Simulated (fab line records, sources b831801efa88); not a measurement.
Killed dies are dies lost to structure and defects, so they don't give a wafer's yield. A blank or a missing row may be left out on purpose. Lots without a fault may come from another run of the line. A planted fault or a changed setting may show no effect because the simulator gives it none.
A struck lot beside a sound one | flow gf180mcu | 16 steps out of a route of 602
Sound: wafers L412.1, L412.3, L412.5. Struck: wafers L414.1, L414.4. (L414.3 of the same lot was not struck and is left out.) The cause comes at the end.
At each step with rows: each side's tool, then ch and its chambers, then its first start. Under that, the readings that differ: sound wafers | struck wafers | difference of the means | sigmas: that difference in standard deviations of wafers without a fault.
alike: readings whose means differ by less than 2 such deviations, and words and numbers that are the same on both sides. not compared: withheld readings, readings that some wafer has no value for, bounds like >300 that may hide the same value, and numbers for which the record gives no deviation and whose values overlap.
The two part at a step that has a row with sigmas, a row that says differs or no value, or rows on one side only. Numbers that don't overlap but have no deviation are shown without sigmas and don't part them. A reading that every wafer of one side lacks parts them only if that side has two wafers or more.

first, 6 steps without rows for these wafers: GF_TOP_METAL_HMDS_08 (prime time 60 s); GF_TOP_METAL_COAT_09 (resist thk 1500 nm); GF_TOP_METAL_SOFTBAKE_10 (time 60 s); GF_TOP_METAL_EXPOSE_11 (exposes mask MetalTop, target cd 440 nm); GF_TOP_METAL_PEB_12; GF_TOP_METAL_DEVELOP_13 (develop time 60 s).
GF_TOP_METAL_CD_MEAS_14: target cd 440 nm.
  sound on cd_sem-01, day 28 08:40; struck on cd_sem-02, day 29 02:52
  alike: cd_nm
GF_TOP_METAL_OVL_MEAS_15:
  sound on overlay-01, day 28 08:47; struck on overlay-02, day 29 02:59
  alike: TOP_METAL_OVL
GF_TOP_METAL_METAL_ETCH_16: etches the open film in Cl2/BCl3, stops on SiO2, target depth 1197 nm, time 199.5 s.
  sound on rie_metal-01 ch 0,1, day 28 08:49; struck on rie_metal-03 ch 0,1, day 29 03:01
  alike: drypump_motor_current_A, mfc_cl2_sccm, oes_product_au, throttle_valve_pct
  not compared: rf_hours_counter_h
GF_TOP_METAL_STRIP_17: strips in O2/N2.
  sound on plasma_asher-03 ch 0,1, day 28 09:01; struck on plasma_asher-04 ch 1, day 29 03:13
  alike: drypump_motor_current_A, heater_power_w, oes_product_au, strip_time_to_endpoint_s
  not compared: rf_hours_counter_h
then, 2 steps without rows for these wafers: GF_TOP_METAL_STRIP_18 (strips in post etch residue remover, time 1200 s); GF_TOP_METAL_CLEAN_19 (cleans in DIW).
GF_PASSIVATION_CVD_00: deposits SiO2 from TEOS, target thk 1000 nm, time 111.95 s.
  sound on pecvd-02 ch 0,1,2, day 28 09:35; struck on pecvd-03 ch 0, day 29 03:45
  reading                                      | sound             | struck      | difference | sigmas
  run_length_s (s)                             | 141.0 140.1 139.2 | 136.5 136.4 | -3.7       | -6
  model.SiO2_of_PASSIVATION_CVD_00.thk_nm (nm) | 993.5 984.2 1008  | 957.9 965.8 | -33.4      |
  alike: heater_power_w
GF_PASSIVATION_THK_MEAS_01:
  sound on film_metro-01, day 28 09:40; struck on film_metro-03, day 29 03:50
  reading                     | sound        | struck  | difference | sigmas
  PASSIVATION_CVD_00_THK (nm) | 994 984 1008 | 958 966 | -33        | -3
GF_PASSIVATION_CVD_02: deposits Si3N4, target thk 700 nm, time 486.18 s.
  sound on pecvd-04 ch 0,1, day 28 09:43; struck on pecvd-02 ch 0,2, day 29 03:53
  alike: heater_power_w, run_length_s
GF_PASSIVATION_PROBE_99:
  the record has rows for the sound wafers here (prober-01, day 29 07:03) and none for the struck ones

WHERE THEY PART
First at GF_PASSIVATION_CVD_00; last, within this record, at GF_PASSIVATION_PROBE_99.

WHY: what the simulator had put in
Process parameter drift: pecvd-03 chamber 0, from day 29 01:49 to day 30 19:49, at GF_PASSIVATION_CVD_00. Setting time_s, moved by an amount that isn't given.
